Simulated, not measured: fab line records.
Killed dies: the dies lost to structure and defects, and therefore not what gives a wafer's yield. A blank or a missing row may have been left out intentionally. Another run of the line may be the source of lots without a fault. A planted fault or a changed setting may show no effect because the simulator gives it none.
Matching of chambers + flow sky130 + SKY_VIA3_CMP_24 on cmp-01 has 4 sister chambers
The step polishes, stops on SiO2, t overpolish 20 s, target thk 0 nm. 4 wafers are shown with their chamber, then 11 later ones without.

## WAFERS PAIRED WITH THEIR CHAMBERS
| wafer  | chamber | motor_current_A (A) |
|--------|---------|---------------------|
| L089.5 | 0       | 10.8                |
| L089.6 | 1       | 11.2                |
| L090.6 | 3       | 11.1                |
| L091.1 | 2       | 10.0                |

## WAFERS WITHOUT THEIR CHAMBER
| wafer  | motor_current_A (A) |
|--------|---------------------|
| L091.3 | 11.6                |
| L091.4 | 11.3                |
| L095.2 | 10.9                |
| L095.3 | 11.7                |
| L095.4 | 10.6                |
| L096.2 | 11.2                |
| L096.3 | 10.7                |
| L096.4 | 10.8                |
| L097.2 | 11.5                |
| L097.4 | 11.1                |
| L097.6 | 11.0                |

## THE CHAMBER EACH PASSED THROUGH
| wafer  | from the rows above               | in truth |
|--------|-----------------------------------|----------|
| L091.3 | can't be placed: 1 or 3 or 0      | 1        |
| L091.4 | can't be placed: 1 or 3 or 0      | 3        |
| L095.2 | can't be placed: 0 or 3 or 1      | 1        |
| L095.3 | can't be placed: 1 or 3 or 0      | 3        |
| L095.4 | can't be placed: 0 or 3 or 1 or 2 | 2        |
| L096.2 | can't be placed: 1 or 3 or 0      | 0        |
| L096.3 | can't be placed: 0 or 3 or 1      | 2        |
| L096.4 | can't be placed: 0 or 3 or 1      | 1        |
| L097.2 | can't be placed: 1 or 3 or 0      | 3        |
| L097.4 | can't be placed: 3 or 1 or 0      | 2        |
| L097.6 | can't be placed: 3 or 0 or 1      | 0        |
Placed correctly: 0 of 11. These rows do not allow placing 11 (true chamber among the candidates in 9). Placed wrongly: 0.
How it was worked out, from the rows above alone: a wafer's distance from a chamber is the root of the sum, over the readings, of the square of ((its reading less the chamber's mean) divided by the reading's scatter). If the next closest chamber is less than 2 further off than the closest, the wafer can't be placed; otherwise it belongs to the closest. A chamber's mean is the mean of its shown wafers. The scatter (one wafer shown for each chamber): square how far every hidden wafer sits from the nearest shown wafer, average those squares and take the square root.
